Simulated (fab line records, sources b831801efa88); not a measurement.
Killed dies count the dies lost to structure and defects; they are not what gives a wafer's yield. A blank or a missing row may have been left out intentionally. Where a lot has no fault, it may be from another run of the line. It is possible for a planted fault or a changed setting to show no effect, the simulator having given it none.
Code-filled problem report in 8D (eight disciplines) form    flow gf180mcu    the parts of the form that need people (team, actions taken, sign-off) are left out

== 1. WHAT WENT WRONG ==
At GF_HV_LDD_DEVELOP_45, developer_temp_C averages 23.70 C over 6 wafers from 2 lots, while fault-free wafers read 23.00 C, standard deviation 0.11. Measured from the usual mean, that is +6.3 standard deviations.
The step: develop time 60 s.
Seen first at day 18 03:20 on litho_track-03, wafer L539.2. At this step, 18 wafers from 6 lots have a number in the record. Rule for "out" (also "out of limits"): further than 4 standard deviations from the usual mean. All remaining wafers that have a number are taken as sound.

== 2. WHAT THIS IS AND IS NOT ==
question                     is                      is not
which readings at this step  developer_temp_C        -
which lots                   L539, L542              L523, L529, L535, L538
which wafers of those lots   all that have a number  -
read on which tools          litho_track-03          litho_track-02, litho_track-04
when                         from day 18 03:20       up to then (12 sound wafers)

== 3. THE SUSPECTS, EACH WITH WHAT RULES IT OUT ==
Counting: any tool at a process step up to the reading is kept as a suspect provided that every lot that is out went through it and no sound lot did after the first of them.
- litho_track-03 at GF_HV_LDD_DEVELOP_45 (develop time 60 s): kept. All lots that are out passed through it, beginning with L539 at day 18 03:20, and no sound lot followed; its final sound lot before that point was L535 at day 16 22:11. On those wafers its own readings are out: developer_temp_C.
Left after counting: litho_track-03 at GF_HV_LDD_DEVELOP_45.

== 4. THE CAUSE (what the simulator had put in) ==
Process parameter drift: litho_track-03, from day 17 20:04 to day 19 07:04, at GF_HV_LDD_DEVELOP_45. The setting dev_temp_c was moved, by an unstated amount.
The count eliminated every tool but this one.

== 5. THE EFFECT CHAIN, in route order ==
Each row: a reading whose mean over the struck wafers that have a number lies more than 3 standard deviations from the usual. Readings are gone through only where the record gives a usual standard deviation; hours: the median, over the lots, of the time from a lot's start at the first step in this table giving one to that lot's start at this step; sigmas: the change measured in usual standard deviations.
hours  step                  reading           usual    on struck wafers  change  sigmas
0      GF_HV_LDD_DEVELOP_45  developer_temp_C  23.00 C  23.70             +0.70   +6.3
Its process steps:
- GF_HV_LDD_DEVELOP_45: develop time 60 s.
Later steps that measure or inspect, where all struck wafers having a row at the step show a number for every such reading and not one has moved that far: GF_HV_LDD_CD_MEAS_46.

== 6. WHAT WOULD HAVE CAUGHT IT SOONER ==
7 hours passed between the start of the fault at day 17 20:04 and the first reading out of limits in this record, taken at day 18 03:20.
